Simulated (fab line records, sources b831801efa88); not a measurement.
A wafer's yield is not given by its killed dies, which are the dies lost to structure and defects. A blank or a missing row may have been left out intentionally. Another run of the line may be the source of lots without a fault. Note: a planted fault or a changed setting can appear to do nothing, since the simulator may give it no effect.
Split-lot trial    flow sfq-line    5 lots, 23 wafers read, on a route of 325 steps

== THE SPLIT ==
At SFQ_TRILAYER_R5_LITHO_COAT_141 (resist thk 62 nm), the setting resist-thk-nm was moved away from the recipe's 62 nm on 11 of the 23 wafers read, by -4.5% to -2.9%. All remaining wafers had this setting at the recipe value.

== FROM THE SPLIT TO THE READING: what the file shows between them, 3 steps ==
- SFQ_TRILAYER_R5_LITHO_COAT_136: resist thk 600 nm
- SFQ_TRILAYER_R5_LITHO_SOFTBAKE_140
- SFQ_TRILAYER_R5_LITHO_DEVELOP_138: time 60 s

== THE READING ==
oes-product-au, in a.u., at SFQ_TRILAYER_R5_BARC_OPEN_METAL_ETCH_177 (etches BARC in O2, target depth 125 nm, time 41.7 s). Fault-free wafers of this fab line usually give 0.686 a.u., standard deviation 0.0039 a.u.

wafer   tool, chamber at the split  resist-thk-nm as run, nm  against the recipe  oes-product-au, a.u.  against lot-mates on the recipe
L074.2  litho-track-04, 0           59.88                     -3.4%               0.676                 -0.005
L074.3  litho-track-04, 0           62                        recipe              0.680                 -
L074.4  litho-track-04, 0           62                        recipe              0.682                 -
L074.5  litho-track-04, 0           59.88                     -3.4%               0.671                 -0.010
L074.6  litho-track-04, 0           59.88                     -3.4%               0.676                 -0.005
L075.1  litho-track-04, 0           59.18                     -4.5%               0.670                 -0.015
L075.3  litho-track-04, 0           62                        recipe              0.688                 -
L075.4  litho-track-04, 0           59.18                     -4.5%               0.674                 -0.011
L075.5  litho-track-04, 0           62                        recipe              0.682                 -
L075.6  litho-track-04, 0           59.18                     -4.5%               0.676                 -0.009
L078.1  litho-track-01, 0           62                        recipe              0.694                 -
L078.2  litho-track-01, 0           62                        recipe              0.692                 -
L078.6  litho-track-01, 0           62                        recipe              0.693                 -
L080.1  litho-track-03, 0           62                        recipe              0.693                 -
L080.2  litho-track-03, 0           62                        recipe              0.684                 -
L080.4  litho-track-03, 0           59.78                     -3.6%               0.680                 -0.008
L080.5  litho-track-03, 0           62                        recipe              0.688                 -
L080.6  litho-track-03, 0           59.78                     -3.6%               0.679                 -0.009
L084.1  litho-track-01, 0           62                        recipe              0.683                 -
L084.3  litho-track-01, 0           60.18                     -2.9%               0.676                 -0.009
L084.4  litho-track-01, 0           60.18                     -2.9%               0.681                 -0.004
L084.5  litho-track-01, 0           60.18                     -2.9%               0.675                 -0.010
L084.6  litho-track-01, 0           62                        recipe              0.686                 -

THE FIT
A straight line over all 23 wafers: oes-product-au changes by +0.00307 a.u. for each +1% of resist-thk-nm; r = +0.82; the points scatter about the line by 0.0042 a.u.
The same after taking each lot's own level away (the mean of its wafers on the recipe; 23 wafers): +0.0024 a.u. for each +1%; r = +0.88; scatter 0.0025 a.u.
According to that fit, moving resist-thk-nm by its largest amount changes the reading by 0.011 a.u.
The lots' own levels span 0.6810 to 0.6930 a.u., that is 3.1 times the standard deviation above.
Hence the slope depends on the lot-to-lot level, as the two fits are not the same.
Check: with one of the wafers moved furthest among these (-4.5%) left out of the fit, the line predicts -0.0102 a.u. for it against its lot-mates. Against them it came out at -0.015 a.u.

== OTHER SPLITS APPLIED TO THESE WAFERS ==
Note: prior to the reading, these wafers also went through further splits. Each is held against what the fit with the lots' levels taken away leaves over:
other split on the same wafers                     wafers away from the commonest value  r with oes-product-au (lot level and that fit taken away)
SFQ_TRILAYER_I4_VIA_BARC_OPEN_VIA_ETCH_146 time-s  6                                     -0.20
SFQ_TRILAYER_JJ_TRILAYER_DEP_SPUTTER_109 power-w   9                                     +0.02
SFQ_TRILAYER_JJ_TRILAYER_DEP_SPUTTER_112 time-s    5                                     -0.09
SFQ_TRILAYER_JJ_CE_LITHO_PEB_117 peb-temp-c        5                                     -0.41
SFQ_TRILAYER_M5_LITHO_COAT_128 spin-rpm            5                                     -0.15
SFQ_TRILAYER_M5_LITHO_COAT_123 spin-rpm            7                                     -0.04
SFQ_TRILAYER_R5_DEP_SPUTTER_132 time-s             8                                     +0.17

== THE WHOLE CHAIN: every reading that the file lists as answering this split, in the file's order ==
step                                      what it does                                         reading                                                                                     change (the file's fit)                    r (the file's)
SFQ_TRILAYER_R5_LITHO_COAT_141            resist thk 62 nm                                     BARC_of_TRILAYER_R5_LITHO_COAT_141.thk-nm (the simulator's own value, which no gauge read)  +0.606 nm for each +1% of the setting      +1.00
SFQ_TRILAYER_R5_BARC_OPEN_METAL_ETCH_177  etches BARC in O2, target depth 125 nm, time 41.7 s  oes-product-au                                                                              +0.00231 a.u. for each +1% of the setting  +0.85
SFQ_TRILAYER_R5_BARC_OPEN_METAL_ETCH_177  etches BARC in O2, target depth 125 nm, time 41.7 s  etch.depth-nm (the simulator's own value, which no gauge read)                              +0.593 nm for each +1% of the setting      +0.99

== FILE'S OWN FIT ==
oes-product-au changes by +0.00231 a.u. for each +1% of resist-thk-nm, r = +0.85.
